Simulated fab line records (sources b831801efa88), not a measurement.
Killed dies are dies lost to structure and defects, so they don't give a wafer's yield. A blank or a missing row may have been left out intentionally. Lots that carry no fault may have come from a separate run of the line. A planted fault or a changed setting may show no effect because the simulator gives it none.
Problem report in the 8D (eight disciplines) form, filled by code    flow gf180mcu    the parts of the form that need people (team, actions taken, sign-off) are left out

## 1. WHAT WENT WRONG
Mean of cd-nm at GF_TOP_METAL_CD_MEAS_14: 406.2 nm across 4 wafers in 2 lots; on wafers with no fault it is 440.0 nm (standard deviation 2.5). Measured from the usual mean, that is -14 standard deviations.
The step: target cd 440 nm.
The first sign was on wafer L111.1 at day 32 08:58, on cd-sem-02. The record has a number at this step for 18 wafers belonging to 6 lots. Rule for "out" (also "out of limits"): further than 4 standard deviations from the usual mean. The rest of the wafers with a number are treated as sound.

## 2. WHAT IT IS AND WHAT IT IS NOT
question                     is                              is not
which readings at this step  cd-nm                           -
which lots                   L111, L112                      L101, L106, L115, L116
which wafers of those lots   L111.1, L111.6, L112.1, L112.6  L111.4, L112.3
read on which gauges         cd-sem-01, cd-sem-02            -
when                         from day 32 08:58               up to then (7 sound wafers); but 7 sound wafers of L112, L115, L116 came after

## 3. SUSPECTS, AND WHAT RULES EACH OUT
Counting: if a tool at a process step up to the reading ran every lot that is out, it stays a suspect. Sound lots after the first of them don't rule it out here, since some wafers of a struck lot are sound.
- the gauge at GF_TOP_METAL_CD_MEAS_14 has been ruled out. Those wafers that are out were read across 2 gauges (cd-sem-01, cd-sem-02).
- pvd-sputter-01 at GF_TOP_METAL_SPUTTER_00 (material Ti, target thk 37.5 nm, time 150 s): kept. It ran every lot that is out, first L111 (day 32 05:16); its last sound lot up to then is L106 (day 30 03:12).
- pvd-sputter-01 at GF_TOP_METAL_SPUTTER_01 (material TiN, target thk 30 nm, time 25 s): kept. It ran every lot that is out, first L111 (day 32 05:22); its last sound lot up to then is L106 (day 30 03:18).
- pvd-sputter-01 at GF_TOP_METAL_SPUTTER_02 (material AlCu, target thk 900 nm, time 47.82 s): kept. It ran every lot that is out, first L111 (day 32 05:24); its last sound lot up to then is L106 (day 30 03:20).
- pvd-sputter-01 at GF_TOP_METAL_SPUTTER_03 (material Ti, target thk 5 nm, time 3.3 s): kept. It ran every lot that is out, first L111 (day 32 05:26); its last sound lot up to then is L106 (day 30 03:23).
- pvd-sputter-01 at GF_TOP_METAL_SPUTTER_04 (material TiN, target thk 25 nm, time 20.8 s): kept. It ran every lot that is out, first L111 (day 32 05:28); its last sound lot up to then is L106 (day 30 03:24).
- iline-stepper-02 at GF_TOP_METAL_EXPOSE_11 (exposes mask MetalTop, target cd 440 nm): kept. It ran every lot that is out, first L111 (day 32 07:07); its last sound lot up to then is L101 (day 29 00:02).
Left after counting: pvd-sputter-01 at GF_TOP_METAL_SPUTTER_00, pvd-sputter-01 at GF_TOP_METAL_SPUTTER_01, pvd-sputter-01 at GF_TOP_METAL_SPUTTER_02, pvd-sputter-01 at GF_TOP_METAL_SPUTTER_03, pvd-sputter-01 at GF_TOP_METAL_SPUTTER_04, iline-stepper-02 at GF_TOP_METAL_EXPOSE_11.

## 4. THE CAUSE (what the simulator had put in)
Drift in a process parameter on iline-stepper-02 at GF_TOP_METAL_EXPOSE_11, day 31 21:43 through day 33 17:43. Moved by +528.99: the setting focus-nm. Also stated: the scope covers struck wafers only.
After counting, 6 suspects remain, this tool included.

## 5. THE CHAIN OF EFFECTS, in route order
Each row: a reading where the mean over the struck wafers with a number is more than 3 standard deviations away from the usual. Scope: only readings with a usual standard deviation given in the record; hours: median across lots of the time from each lot's start at the first step in this table that gives one to its start at this step; sigmas: change in usual standard deviations.
hours  step                     reading  usual     on struck wafers  change  sigmas
0      GF_TOP_METAL_CD_MEAS_14  cd-nm    440.0 nm  406.2             -33.8   -14
At these later measuring or inspecting steps, every struck wafer for which the step has a row has a number for every such reading, and none has moved that far: GF_TOP_METAL_OVL_MEAS_15.

## 6. HOW IT WOULD HAVE BEEN CAUGHT EARLIER
The first out-of-limits reading at a measuring or inspecting step in this record came at day 32 08:58, 11 hours after the fault's start at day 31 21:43.
Tool readings at GF_TOP_METAL_EXPOSE_11 with a usual standard deviation given in the record: none out on any struck wafer, hence no alarm at a limit of 4 standard deviations on them.
Among the 2 lots that are out, L112 began GF_TOP_METAL_EXPOSE_11 on iline-stepper-02 after day 32 08:58. A tool hold placed at that time would have kept it from harm.
